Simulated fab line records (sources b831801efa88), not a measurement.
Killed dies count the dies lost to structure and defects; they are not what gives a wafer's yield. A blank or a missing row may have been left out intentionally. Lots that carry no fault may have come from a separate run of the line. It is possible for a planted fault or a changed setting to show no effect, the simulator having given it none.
Split-lot study || flow sfq line || 5 lots, 27 wafers read, on a route of 325 steps

SPLIT DETAILS
At SFQ_TRILAYER_M1_BARC_OPEN_METAL_ETCH_054 (etches BARC in O2, target depth 125 nm, time 41.7 s), the setting time s was moved away from the recipe's 41.7 s on 9 of the 27 wafers read, by -51.5% to +31.9%. This setting was run at the recipe's value on the other wafers.

Reading taken at the split's own step.

THE READING
oes product au, in a.u., at SFQ_TRILAYER_M1_BARC_OPEN_METAL_ETCH_054 (etches BARC in O2, target depth 125 nm, time 41.7 s). A value of 0.686 a.u. with a standard deviation of 0.0044 a.u. is what fault-free wafers of this fab line usually give.

{"wafer": "L075.1", "tool, chamber at the split": "rie metal-03, 1", "time s as run, s": 55, "against the recipe": "+31.9%", "oes product au, a.u.": 0.654, "against lot-mates on the recipe": -0.030}
{"wafer": "L075.2", "tool, chamber at the split": "rie metal-03, 0", "time s as run, s": 55, "against the recipe": "+31.9%", "oes product au, a.u.": 0.658, "against lot-mates on the recipe": -0.026}
{"wafer": "L075.3", "tool, chamber at the split": "rie metal-03, 1", "time s as run, s": 41.7, "against the recipe": "recipe", "oes product au, a.u.": 0.687, "against lot-mates on the recipe": "-"}
{"wafer": "L075.4", "tool, chamber at the split": "rie metal-03, 0", "time s as run, s": 41.7, "against the recipe": "recipe", "oes product au, a.u.": 0.681, "against lot-mates on the recipe": "-"}
{"wafer": "L075.5", "tool, chamber at the split": "rie metal-03, 0", "time s as run, s": 41.7, "against the recipe": "recipe", "oes product au, a.u.": 0.684, "against lot-mates on the recipe": "-"}
{"wafer": "L075.6", "tool, chamber at the split": "rie metal-03, 1", "time s as run, s": 55, "against the recipe": "+31.9%", "oes product au, a.u.": 0.656, "against lot-mates on the recipe": -0.028}
{"wafer": "L078.1", "tool, chamber at the split": "rie metal-01, 0", "time s as run, s": 41.7, "against the recipe": "recipe", "oes product au, a.u.": 0.690, "against lot-mates on the recipe": "-"}
{"wafer": "L078.2", "tool, chamber at the split": "rie metal-01, 1", "time s as run, s": 41.7, "against the recipe": "recipe", "oes product au, a.u.": 0.686, "against lot-mates on the recipe": "-"}
{"wafer": "L078.3", "tool, chamber at the split": "rie metal-01, 1", "time s as run, s": 41.7, "against the recipe": "recipe", "oes product au, a.u.": 0.677, "against lot-mates on the recipe": "-"}
{"wafer": "L078.4", "tool, chamber at the split": "rie metal-01, 0", "time s as run, s": 41.7, "against the recipe": "recipe", "oes product au, a.u.": 0.693, "against lot-mates on the recipe": "-"}
{"wafer": "L078.5", "tool, chamber at the split": "rie metal-01, 1", "time s as run, s": 41.7, "against the recipe": "recipe", "oes product au, a.u.": 0.689, "against lot-mates on the recipe": "-"}
{"wafer": "L078.6", "tool, chamber at the split": "rie metal-01, 0", "time s as run, s": 41.7, "against the recipe": "recipe", "oes product au, a.u.": 0.683, "against lot-mates on the recipe": "-"}
{"wafer": "L079.1", "tool, chamber at the split": "rie metal-01, 0", "time s as run, s": 20.24, "against the recipe": "-51.5%", "oes product au, a.u.": 1.005, "against lot-mates on the recipe": "+0.323"}
{"wafer": "L079.2", "tool, chamber at the split": "rie metal-01, 1", "time s as run, s": 20.24, "against the recipe": "-51.5%", "oes product au, a.u.": 0.989, "against lot-mates on the recipe": "+0.307"}
{"wafer": "L079.3", "tool, chamber at the split": "rie metal-01, 1", "time s as run, s": 41.7, "against the recipe": "recipe", "oes product au, a.u.": 0.681, "against lot-mates on the recipe": "-"}
{"wafer": "L079.4", "tool, chamber at the split": "rie metal-01, 0", "time s as run, s": 41.7, "against the recipe": "recipe", "oes product au, a.u.": 0.683, "against lot-mates on the recipe": "-"}
{"wafer": "L079.5", "tool, chamber at the split": "rie metal-01, 0", "time s as run, s": 20.24, "against the recipe": "-51.5%", "oes product au, a.u.": 0.994, "against lot-mates on the recipe": "+0.312"}
{"wafer": "L079.6", "tool, chamber at the split": "rie metal-01, 1", "time s as run, s": 41.7, "against the recipe": "recipe", "oes product au, a.u.": 0.683, "against lot-mates on the recipe": "-"}
{"wafer": "L080.1", "tool, chamber at the split": "rie metal-02, 1", "time s as run, s": 41.7, "against the recipe": "recipe", "oes product au, a.u.": 0.692, "against lot-mates on the recipe": "-"}
{"wafer": "L080.3", "tool, chamber at the split": "rie metal-02, 0", "time s as run, s": 41.7, "against the recipe": "recipe", "oes product au, a.u.": 0.683, "against lot-mates on the recipe": "-"}
{"wafer": "L080.6", "tool, chamber at the split": "rie metal-02, 0", "time s as run, s": 41.7, "against the recipe": "recipe", "oes product au, a.u.": 0.688, "against lot-mates on the recipe": "-"}
{"wafer": "L082.1", "tool, chamber at the split": "rie metal-01, 1", "time s as run, s": 23.4, "against the recipe": "-43.9%", "oes product au, a.u.": 0.923, "against lot-mates on the recipe": "+0.238"}
{"wafer": "L082.2", "tool, chamber at the split": "rie metal-01, 0", "time s as run, s": 41.7, "against the recipe": "recipe", "oes product au, a.u.": 0.685, "against lot-mates on the recipe": "-"}
{"wafer": "L082.3", "tool, chamber at the split": "rie metal-01, 0", "time s as run, s": 23.4, "against the recipe": "-43.9%", "oes product au, a.u.": 0.928, "against lot-mates on the recipe": "+0.243"}
{"wafer": "L082.4", "tool, chamber at the split": "rie metal-01, 1", "time s as run, s": 41.7, "against the recipe": "recipe", "oes product au, a.u.": 0.692, "against lot-mates on the recipe": "-"}
{"wafer": "L082.5", "tool, chamber at the split": "rie metal-01, 1", "time s as run, s": 23.4, "against the recipe": "-43.9%", "oes product au, a.u.": 0.921, "against lot-mates on the recipe": "+0.236"}
{"wafer": "L082.6", "tool, chamber at the split": "rie metal-01, 0", "time s as run, s": 41.7, "against the recipe": "recipe", "oes product au, a.u.": 0.678, "against lot-mates on the recipe": "-"}

FIT RESULTS
A straight line over all 27 wafers: oes product au changes by -0.00461 a.u. for each +1% of time s; r = -0.94; the points scatter about the line by 0.042 a.u.
The same after taking each lot's own level away (the mean of its wafers on the recipe; 27 wafers): -0.00463 a.u. for each +1%; r = -0.94; scatter 0.043 a.u.
That fit puts the effect of the largest move of time s on the reading at 0.24 a.u.
Across the lots, their own levels run from 0.6823 to 0.6877 a.u., a range of 1.2 times the standard deviation given above.
Hence the lot-to-lot level has little effect on the slope; both slopes agree.
Check: for one of the wafers moved furthest among these (-51.5%), held out of the fit, the line's prediction against its lot-mates is +0.252 a.u. It came out at +0.323 a.u. against them.
Tool readings at the split's step, against how far the setting was moved: oes product au r = -0.94.

ADDITIONAL SPLITS CARRIED BY THESE WAFERS
Note: prior to the reading, these wafers also went through further splits. Each is held against what the fit with the lots' levels taken away leaves over:
{"other split on the same wafers": "SFQ_TRILAYER_INCOMING_OXIDATION_002 ox time s", "wafers away from the commonest value": 18, "r with oes product au (lot level and that fit taken away)": -0.30}
{"other split on the same wafers": "SFQ_TRILAYER_M0_DEP_SPUTTER_019 time s", "wafers away from the commonest value": 9, "r with oes product au (lot level and that fit taken away)": "+0.13"}
{"other split on the same wafers": "SFQ_TRILAYER_I0_VIA_BARC_OPEN_VIA_ETCH_046 time s", "wafers away from the commonest value": 6, "r with oes product au (lot level and that fit taken away)": "+0.53"}

THE WHOLE CHAIN: every reading that the file lists as answering this split, in the file's order
{"step": "SFQ_TRILAYER_M1_BARC_OPEN_METAL_ETCH_054", "what it does": "etches BARC in O2, target depth 125 nm, time 41.7 s", "reading": "oes product au", "change (the file's fit)": "-0.00492 a.u. for each +1% of the setting", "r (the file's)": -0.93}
{"step": "SFQ_TRILAYER_M1_BARC_OPEN_METAL_ETCH_054", "what it does": "etches BARC in O2, target depth 125 nm, time 41.7 s", "reading": "KrF_of_TRILAYER_M1_LITHO_COAT_039.thk nm (the simulator's own value, which no gauge read)", "change (the file's fit)": "-0.52 nm for each +1% of the setting", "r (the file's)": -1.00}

FILE'S OWN FIT
oes product au changes by -0.00492 a.u. for each +1% of time s, r = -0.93.
